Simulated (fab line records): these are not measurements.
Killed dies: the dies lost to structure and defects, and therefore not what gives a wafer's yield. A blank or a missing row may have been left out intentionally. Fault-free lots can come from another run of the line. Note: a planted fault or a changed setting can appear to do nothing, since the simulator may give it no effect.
Matching of chambers	flow gf180mcu	GF_V2_CVD_02 on pecvd-01 has 3 sister chambers
The step deposits SiO2 from TEOS, target thk 850 nm, time 94.851 s. 18 wafers are shown with their chamber, then 9 later ones without.

## WAFERS, EACH WITH ITS CHAMBER
wafer	chamber	rfFwdPowerW (W)	heaterPowerW (W)
L074.1	0	600.4	545
L074.2	1	596.6	692
L074.4	2	600.6	641
L076.1	2	597.2	597
L076.2	1	597.0	635
L076.4	2	597.1	641
L083.4	2	598.4	537
L083.5	0	600.3	688
L083.6	1	597.2	682
L088.1	2	595.0	616
L088.3	0	600.3	632
L088.4	2	594.7	651
L089.1	1	597.1	587
L089.2	2	599.1	692
L089.4	2	596.5	543
L090.4	1	599.8	642
L090.5	0	597.9	692
L090.6	2	599.1	547

SIGNATURES (means of the wafers above)
reading	chamber 0	chamber 1	chamber 2	scatter within a chamber
rfFwdPowerW	599.725	597.540	597.522	1.67
heaterPowerW	639.25	647.60	607.22	55
Rule: a wafer's distance from a chamber is the root of the sum, over the readings, of the square of ((its reading less the chamber's mean) divided by the reading's scatter). If the next closest chamber is less than 2 further off than the closest, the wafer can't be placed; otherwise it belongs to the closest. How the scatter is found: for the shown wafers, subtract from each reading the mean of its chamber, square and add these, divide the total by (wafers less chambers), then take the root.

## WAFERS MISSING THEIR CHAMBER
wafer	rfFwdPowerW (W)	heaterPowerW (W)
L092.1	593.8	642
L092.2	597.6	644
L092.3	597.4	706
L094.1	597.9	713
L094.4	595.3	577
L094.5	597.3	721
L095.1	596.3	735
L095.2	599.0	614
L095.6	600.9	581

## WHICH CHAMBER EACH ONE RAN IN
wafer	from the rows above	in truth
L092.1	can't be placed: 1 or 2 or 0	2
L092.2	can't be placed: 1 or 2 or 0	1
L092.3	can't be placed: 1 or 2 or 0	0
L094.1	can't be placed: 1 or 0 or 2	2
L094.4	can't be placed: 2 or 1 or 0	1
L094.5	can't be placed: 1 or 2 or 0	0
L095.1	can't be placed: 1 or 2 or 0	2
L095.2	can't be placed: 0 or 2 or 1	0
L095.6	can't be placed: 0 or 2 or 1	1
Placed correctly: 0 of 9. From these rows, 9 cannot be placed; in 9 the true chamber is one of the candidates. 0 placed wrongly.
